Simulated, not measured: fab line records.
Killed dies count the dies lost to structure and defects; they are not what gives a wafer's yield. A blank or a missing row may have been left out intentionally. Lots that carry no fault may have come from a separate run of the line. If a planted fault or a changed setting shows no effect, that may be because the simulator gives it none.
fab line records	flow sky130
record lots=12	wafers=36	last_day=49
route steps=708 shown POLY_GATE@204 VIA4@656 METAL5@677 PASSIVATION@693 PAD_OPEN@708
lots untouched by any fault: they come from a run of this same line in which no faults occurred
start_h: start of the lot's first displayed wafer, in hours after the record's first day	wait_h: hours from the lot's prior step to this one	" repeats the value in the row above	L1.1+2: one row covering several wafers at once	- no value, or no start was given	* or withheld: withheld	< > ~ a bound
route shown NAME@n: a module of which the file shows steps, and the number in the route of the first	usual: the fault-free wafers' mean and standard deviation	same: alike in all rows	chamber/n: place in a boat	sites: each site's reading	_std_site: the values' standard deviation	_edge_site: inner sites' mean taken away from outer sites' mean	radius_mm: how far each site lies from the wafer's centre	mask NAME#n: copy n	behind: tool/chamber where the wafer was last shaped	hold: why the lot was held/for how many hours/how that ended	device: transistor that didn't switch, given as n, p or np	end of line: tests run on the same wafers once the route is complete	step lacking rows: just its recipe	killed: the dies lost at the first sort to structure and to defects; this is not the yield of the wafer	map: a wafer's dies, marking killed ones x, the rest . and places with no die _
set.NAME: the setting as run; set.NAME@STEP: as run at that earlier step	model.NAME: the simulator's own value behind a step, which no gauge read
a sample of lots followed through the steps of the route, with each step as a table and each wafer as a row
services: from which hour (start_h, from the record's first day; less than 0 if before it) a tool's chamber was out of use, for how many hours, and why
## steps
# step SKY_POLY_GATE_CVD_00
# recipe material=poly-Si	target_thk_nm=180	temp_c=620	time_s=720	pressure_mtorr=200
# usual spike_tc_centre_C=619.8/1.5	spike_tc_upper_C=620.0/1.1	zone_power_lower_pct=8.8/0.37
lot.wafer	tool	chamber	start_h	wait_h	spike_tc_centre_C	spike_tc_upper_C	zone_power_lower_pct
L766.1	lpcvd-01	0	312.07	0.0	619.7	619.7	9.4
L766.2	"	0	"	"	619.3	619.3	9.3
L766.6	"	0	"	"	622.0	618.4	9.3
L767.1	lpcvd-01	1	325.16	0.0	619.5	620.5	8.6
L767.2	"	1	"	"	618.2	620.9	8.5
L767.6	"	1	"	"	618.5	620.8	8.5
L769.3	lpcvd-01	1	350.47	0.0	618.1	621.4	8.5
L769.5	"	1	"	"	618.2	621.7	8.5
L769.6	"	1	"	"	618.9	620.6	8.6
L768.4	lpcvd-01	1	353.50	0.0	619.5	620.8	8.5
L768.5	"	1	"	"	616.5	620.8	8.5
L768.6	"	1	"	"	617.4	619.4	8.6
L770.1	lpcvd-01	1	363.30	0.0	618.0	622.1	8.6
L770.4	"	1	"	"	619.7	619.7	8.6
L770.6	"	1	"	"	618.6	621.0	8.5
L773.2	lpcvd-01	0	386.93	0.0	619.4	619.5	9.3
L773.4	"	0	"	"	622.3	619.3	9.2
L773.6	"	0	"	"	621.6	622.2	9.2
L775.3	lpcvd-01	1	404.43	0.0	618.6	621.1	8.6
L775.4	"	1	"	"	619.4	622.0	8.5
L775.6	"	1	"	"	617.6	620.2	8.4
L776.4	lpcvd-01	0	413.36	0.0	621.8	618.4	9.2
L776.5	"	0	"	"	619.2	617.3	9.2
L776.6	"	0	"	"	621.7	619.7	9.3
L777.2	lpcvd-01	0	420.08	0.0	619.8	619.8	9.1
L777.4	"	0	"	"	620.7	618.7	9.3
L777.6	"	0	"	"	620.0	619.1	9.2
L781.3	lpcvd-01	1	458.09	0.0	618.8	621.3	8.7
L781.4	"	1	"	"	619.2	618.5	8.6
L781.6	"	1	"	"	619.5	621.2	8.6
L782.2	lpcvd-01	1	467.42	0.0	619.4	621.5	8.6
L782.4	"	1	"	"	618.4	620.4	8.5
L782.5	"	1	"	"	619.1	620.3	8.5
L783.2	lpcvd-01	0	475.93	0.0	620.9	619.8	9.2
L783.3	"	0	"	"	620.8	619.6	9.4
L783.5	"	0	"	"	620.9	620.4	9.2
# step SKY_VIA4_SPUTTER_17
# recipe material=TiN	target_thk_nm=20	chamber_pressure_pa=5	power_w=4000	time_s=80
# usual throttle_valve_pct=29.9/1.3
lot.wafer	tool	chamber	start_h	wait_h	throttle_valve_pct
L766.1	pvd_sputter-02	-	1004.74	0.0	29.4
L766.2	"	-	"	"	30.6
L766.6	"	-	"	"	30.8
L767.1	pvd_sputter-01	-	1009.59	0.0	29.0
L767.2	"	-	"	"	31.3
L767.6	"	-	"	"	29.2
L769.3	pvd_sputter-01	-	1028.87	0.0	28.6
L769.5	"	-	"	"	28.9
L769.6	"	-	"	"	31.5
L768.4	pvd_sputter-03	-	1036.94	0.0	28.8
L768.5	"	-	"	"	29.1
L768.6	"	-	"	"	30.2
L770.1	pvd_sputter-01	-	1040.03	0.0	28.9
L770.4	"	-	"	"	31.6
L770.6	"	-	"	"	31.2
L773.2	pvd_sputter-03	-	1057.50	0.0	30.4
L773.4	"	-	"	"	28.1
L773.6	"	-	"	"	28.9
L775.3	pvd_sputter-01	-	1077.14	0.0	31.5
L775.4	"	-	"	"	31.3
L775.6	"	-	"	"	28.4
L776.4	pvd_sputter-01	-	1084.35	0.0	28.9
L776.5	"	-	"	"	28.2
L776.6	"	-	"	"	31.4
L777.2	pvd_sputter-01	-	1092.59	0.0	29.0
L777.4	"	-	"	"	31.1
L777.6	"	-	"	"	29.0
L781.3	pvd_sputter-02	-	1114.82	0.0	30.9
L781.4	"	-	"	"	29.6
L781.6	"	-	"	"	30.8
L782.2	pvd_sputter-03	-	1118.55	0.0	32.0
L782.4	"	-	"	"	28.2
L782.5	"	-	"	"	31.7
L783.2	pvd_sputter-01	-	1121.74	0.0	31.4
L783.3	"	-	"	"	28.9
L783.5	"	-	"	"	29.0
# step SKY_METAL5_STRIP_16
# recipe chemistry=O2/N2	power_w=1400	pressure_mtorr=1500	platen_temp_c=withheld	o2_flow_sccm=3000	n2_flow_sccm=300	overash_fraction=0.5
# usual drypump_motor_current_A=5.8/0.32	oes_product_au=0.710/0.0046	strip_time_to_endpoint_s=13.12/0.17
lot.wafer	tool	chamber	start_h	wait_h	drypump_motor_current_A	oes_product_au	rf_hours_counter_h	strip_time_to_endpoint_s
L766.1	plasma_asher-03	0	1029.07	0.2	6.2	0.716	95	12.96
L766.2	"	1	"	"	6.2	0.712	95	13.15
L766.6	"	0	"	"	6.2	0.702	-	13.00
L767.1	plasma_asher-01	1	1033.56	0.2	5.3	0.713	115	12.93
L767.2	"	0	"	"	5.7	0.710	115	12.96
L767.6	"	1	"	"	5.3	0.713	-	12.92
L769.3	plasma_asher-01	1	1051.34	0.1	5.3	0.711	-	12.95
L769.5	"	1	"	"	5.3	0.707	-	13.06
L769.6	"	0	"	"	5.7	0.714	-	12.98
L768.4	plasma_asher-02	1	1059.80	0.1	6.1	0.707	-	13.28
L768.5	"	1	"	"	6.0	0.718	-	13.31
L768.6	"	0	"	"	5.8	0.707	-	13.36
L770.1	plasma_asher-02	1	1063.52	0.2	6.1	0.706	36	12.97
L770.4	"	0	"	"	5.8	0.713	-	12.96
L770.6	"	1	"	"	6.0	0.706	-	13.01
L773.2	plasma_asher-03	0	1080.21	0.2	6.2	0.716	101	13.20
L773.4	"	1	"	"	6.2	0.714	-	13.21
L773.6	"	1	"	"	6.2	0.706	-	13.36
L775.3	plasma_asher-01	1	1097.90	0.1	5.3	0.711	-	13.00
L775.4	"	0	"	"	5.7	0.714	-	12.98
L775.6	"	0	"	"	5.7	0.709	-	13.00
L776.4	plasma_asher-01	0	1105.40	0.1	5.7	0.714	-	13.43
L776.5	"	0	"	"	5.7	0.714	-	13.36
L776.6	"	1	"	"	5.3	0.713	-	13.25
L777.2	plasma_asher-02	1	1114.05	0.2	6.0	0.711	41	13.02
L777.4	"	0	"	"	5.8	0.709	-	13.05
L777.6	"	0	"	"	5.8	0.707	-	13.06
L781.3	plasma_asher-01	0	1135.26	0.2	5.7	0.705	-	13.07
L781.4	"	1	"	"	5.3	0.709	-	13.32
L781.6	"	1	"	"	5.3	0.701	-	13.41
L782.2	plasma_asher-03	0	1138.81	0.3	6.2	0.709	107	12.96
L782.4	"	1	"	"	6.2	0.709	-	13.13
L782.5	"	1	"	"	6.2	0.714	-	13.16
L783.2	plasma_asher-02	1	1141.15	0.2	6.1	0.700	44	13.23
L783.3	"	1	"	"	6.0	0.707	-	13.02
L783.5	"	0	"	"	5.8	0.713	-	13.18
# step SKY_PASSIVATION_STRIP_12
# recipe chemistry=O2/N2	power_w=1400	pressure_mtorr=1500	platen_temp_c=withheld	overash_fraction=0.7	o2_flow_sccm=3000	n2_flow_sccm=300
# usual drypump_motor_current_A=5.8/0.44	oes_product_au=0.660/0.0045	strip_time_to_endpoint_s=31.52/0.17
lot.wafer	tool	chamber	start_h	wait_h	drypump_motor_current_A	oes_product_au	rf_hours_counter_h	strip_time_to_endpoint_s
L766.1	plasma_asher-02	0	1051.60	0.1	5.8	0.659	35	31.54
L766.2	"	1	"	"	6.0	0.653	35	31.41
L766.6	"	1	"	"	6.0	0.664	-	31.82
L767.1	plasma_asher-02	0	1056.25	0.1	5.8	0.662	35	31.53
L767.2	"	1	"	"	6.1	0.659	35	31.43
L767.6	"	1	"	"	6.1	0.657	-	31.52
L769.3	plasma_asher-04	1	1074.23	0.1	4.9	0.663	-	31.43
L769.5	"	0	"	"	5.6	0.659	-	31.53
L769.6	"	1	"	"	4.9	0.659	-	31.86
L768.4	plasma_asher-03	0	1082.33	0.0	6.2	0.667	-	31.70
L768.5	"	1	"	"	6.2	0.664	-	31.56
L768.6	"	0	"	"	6.2	0.656	-	31.87
L770.1	plasma_asher-02	0	1086.91	0.3	5.8	0.662	38	31.80
L770.4	"	1	"	"	6.0	0.663	-	31.79
L770.6	"	1	"	"	6.0	0.657	-	31.73
L773.2	plasma_asher-04	0	1102.01	0.1	5.6	0.657	67	31.32
L773.4	"	1	"	"	4.9	0.656	-	31.36
L773.6	"	0	"	"	5.6	0.651	-	31.40
L775.3	plasma_asher-02	1	1118.64	0.1	6.0	0.660	-	31.58
L775.4	"	0	"	"	5.8	0.662	-	31.29
L775.6	"	1	"	"	6.0	0.661	-	31.58
L776.4	plasma_asher-04	1	1125.93	0.1	4.9	0.658	-	31.45
L776.5	"	1	"	"	4.9	0.656	-	31.28
L776.6	"	0	"	"	5.6	0.668	-	31.20
L777.2	plasma_asher-03	1	1133.86	0.1	6.2	0.668	106	31.54
L777.4	"	1	"	"	6.2	0.662	-	31.53
L777.6	"	1	"	"	6.2	0.665	-	31.64
L781.3	plasma_asher-04	0	1154.84	0.1	5.6	0.659	-	31.53
L781.4	"	1	"	"	4.9	0.659	-	31.64
L781.6	"	0	"	"	5.6	0.662	-	31.42
L782.2	plasma_asher-04	1	1158.16	0.1	4.9	0.660	73	31.46
L782.4	"	1	"	"	4.9	0.658	-	31.37
L782.5	"	1	"	"	4.9	0.659	-	31.35
L783.2	plasma_asher-03	0	1160.29	0.1	6.2	0.663	109	31.44
L783.3	"	0	"	"	6.2	0.660	-	31.61
L783.5	"	0	"	"	6.2	0.649	-	31.52
# step SKY_PAD_OPEN_PROBE_99
# usual killed_at_M0_to_M3=43/7.8	killed_at_M4_up=3.2/1.9	killed_at_contacts=24/5	killed_at_front_end=14/4.5	killed_at_other=0.2/0.41	killed_dies=84/9.6	killed_on_rim=17/3.8	killed_open=47/6.9	killed_short=38/6
# same gross_dies=492	killed_at_back_side=0
lot.wafer	tool	chamber	start_h	wait_h	killed_at_M0_to_M3	killed_at_M4_up	killed_at_contacts	killed_at_front_end	killed_at_other	killed_dies	killed_on_rim	killed_open	killed_short
L775.3	prober-01	-	1139.56	0.2	51	3	21	10	0	85	16	46	39
L775.4	prober-01	-	1139.61	0.2	38	1	35	10	0	84	14	47	37
L775.6	prober-01	-	1139.71	0.2	35	7	21	16	0	79	18	48	31
L781.3	prober-01	-	1175.12	0.2	29	1	16	78	0	124	16	25	31
L781.4	prober-01	-	1175.17	0.2	31	5	18	70	0	124	16	38	28
L781.6	prober-01	-	1175.27	0.2	34	2	19	77	1	133	13	40	31
L782.2	prober-02	-	1177.99	0.1	50	7	18	81	0	156	26	54	44
L782.4	prober-02	-	1178.09	0.2	38	0	12	68	0	118	15	29	28
L782.5	prober-02	-	1178.14	0.2	41	1	12	65	0	119	10	40	22
L783.2	prober-01	-	1180.15	0.1	31	1	25	77	0	134	26	36	35
L783.3	prober-01	-	1180.20	0.2	38	4	18	78	0	138	26	42	34
L783.5	prober-01	-	1180.30	0.2	35	1	22	66	1	125	20	36	33
# killed by level:class
L775.3 VIA1:geometric_particle:open=15 VIA1:geometric_particle:short=10 LI_CONTACT:geometric_particle:open=6 METAL2:geometric_particle:short=6 VIA3:geometric_particle:open=6 LOCAL_INTERCONNECT:geometric_particle:short=5 CONTACT:geometric_particle:open=5 VIA2:geometric_particle:open=4
L775.4 CONTACT:geometric_particle:open=10 LI_CONTACT:geometric_particle:open=9 VIA1:geometric_particle:open=8 VIA2:geometric_particle:open=6 LI_CONTACT:geometric_particle:short=5 LOCAL_INTERCONNECT:geometric_particle:short=5 CONTACT:geometric_particle:short=5 VIA2:geometric_particle:short=5
L775.6 VIA1:geometric_particle:open=13 CONTACT:geometric_particle:open=11 FIELD_ISO:geometric_particle:open=5 METAL4:geometric_particle:short=5 VIA3:geometric_particle:open=4 VIA2:geometric_particle:open=4 FIELD_ISO:geometric_particle:short=3 SPACER:geometric_particle:open=3
L781.3 POLY_GATE:unspecified=68 METAL1:geometric_particle:short=8 LI_CONTACT:geometric_particle:open=6 VIA3:geometric_particle:open=4 VIA1:geometric_particle:open=3 LI_CONTACT:geometric_particle:short=3 LOCAL_INTERCONNECT:geometric_particle:short=3 CONTACT:geometric_particle:open=3
L781.4 POLY_GATE:unspecified=58 CONTACT:geometric_particle:open=8 VIA1:geometric_particle:open=7 VIA3:geometric_particle:open=4 FIELD_ISO:geometric_particle:short=3 POLY_GATE:geometric_particle:open=3 LI_CONTACT:geometric_particle:short=3 LI_CONTACT:geometric_particle:open=3
L781.6 POLY_GATE:unspecified=62 LI_CONTACT:geometric_particle:open=9 METAL1:geometric_particle:short=7 VIA3:geometric_particle:open=7 CONTACT:geometric_particle:open=6 FIELD_ISO:geometric_particle:short=5 VIA1:geometric_particle:open=5 METAL2:geometric_particle:short=4
L782.2 POLY_GATE:unspecified=58 VIA1:geometric_particle:open=14 VIA2:geometric_particle:open=10 CONTACT:geometric_particle:open=8 POLY_GATE:geometric_particle:short=7 VIA3:geometric_particle:open=6 POLY_GATE:geometric_particle:open=5 LOCAL_INTERCONNECT:geometric_particle:short=5
L782.4 POLY_GATE:unspecified=61 METAL2:geometric_particle:short=11 VIA1:geometric_particle:open=8 VIA2:geometric_particle:open=7 CONTACT:geometric_particle:open=4 VIA3:geometric_particle:short=3 FIELD_ISO:geometric_particle:open=2 SONOS_ONO:geometric_particle:open=2
L782.5 POLY_GATE:unspecified=57 VIA1:geometric_particle:open=18 CONTACT:geometric_particle:open=7 VIA1:geometric_particle:short=4 VIA2:geometric_particle:open=4 FIELD_ISO:geometric_particle:open=3 LOCAL_INTERCONNECT:geometric_particle:short=3 VIA2:geometric_particle:short=3
L783.2 POLY_GATE:unspecified=63 VIA3:geometric_particle:open=9 LI_CONTACT:geometric_particle:short=8 LI_CONTACT:geometric_particle:open=7 FIELD_ISO:geometric_particle:open=6 VIA1:geometric_particle:open=5 CONTACT:geometric_particle:short=4 LOCAL_INTERCONNECT:geometric_particle:short=4
L783.3 POLY_GATE:unspecified=62 VIA1:geometric_particle:open=10 CONTACT:geometric_particle:short=7 CONTACT:geometric_particle:open=6 VIA3:geometric_particle:open=5 METAL2:geometric_particle:short=5 METAL1:geometric_particle:short=4 VIA1:geometric_particle:short=4
L783.5 POLY_GATE:unspecified=56 VIA1:geometric_particle:open=9 CONTACT:geometric_particle:open=7 CONTACT:geometric_particle:short=5 VIA3:geometric_particle:short=5 VIA3:geometric_particle:open=5 LOCAL_INTERCONNECT:geometric_particle:short=4 FIELD_ISO:geometric_particle:short=4
## services
tool	chamber	start_h	hours	kind
plasma_asher-02	-	301.22	6.1	repair
pvd_sputter-01	-	327.71	2.6	repair
pvd_sputter-01	-	339.25	3.7	repair
plasma_asher-03	-	371.09	4.2	repair
plasma_asher-02	-	390.57	28.1	pm
pvd_sputter-01	-	399.07	2.1	repair
lpcvd-01	-	462.32	2.8	pm
plasma_asher-02	-	532.78	2.8	pm
plasma_asher-02	-	541.63	0.8	repair
plasma_asher-02	-	547.93	28.2	repair
lpcvd-01	-	569.00	0.9	repair
pvd_sputter-01	-	600.48	13.2	repair
pvd_sputter-01	-	621.09	2.9	repair
pvd_sputter-01	-	657.85	9.9	repair
plasma_asher-02	-	683.71	4.1	repair
plasma_asher-02	-	733.75	9.0	pm
lpcvd-01	-	777.18	3.9	repair
pvd_sputter-01	-	783.51	7.0	repair
lpcvd-01	-	838.45	1.6	repair
lpcvd-01	-	840.07	0.8	pm
pvd_sputter-01	-	881.97	18.4	repair
plasma_asher-02	-	1041.96	2.9	repair
lpcvd-01	-	1111.88	0.5	repair
pvd_sputter-01	-	1144.50	4.4	repair
## key
first_sign step=SKY_PAD_OPEN_PROBE_99	reading=killed_at_front_end	direction=up	sigmas=13	usual=14	struck=73
effect step=SKY_PAD_OPEN_PROBE_99	reading=killed_dies	direction=up	sigmas=4.7	usual=84	struck=130
met_at SKY_POLY_GATE_CVD_00
struck_lots L781,L782,L783
tester_left_out L781,L782,L783
not_acting_at SKY_VIA4_SPUTTER_17,SKY_METAL5_STRIP_16,SKY_PASSIVATION_STRIP_12
onset_between 420.08 458.09
also_fits time
fault kind=chamber_particle_source	tool=lpcvd-01	chamber=-	onset_h=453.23	steps=SKY_POLY_GATE_CVD_00	rate_per_visit_cm2=1.3885	end_h=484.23
# tester_left_out: of these lots the tester's yield and bins aren't shown, on N5 and GAA mostly nor the transistor test; their killed dies are dies lost to structure and defects alone, not to doping, threshold or leakage, so they don't give the yield
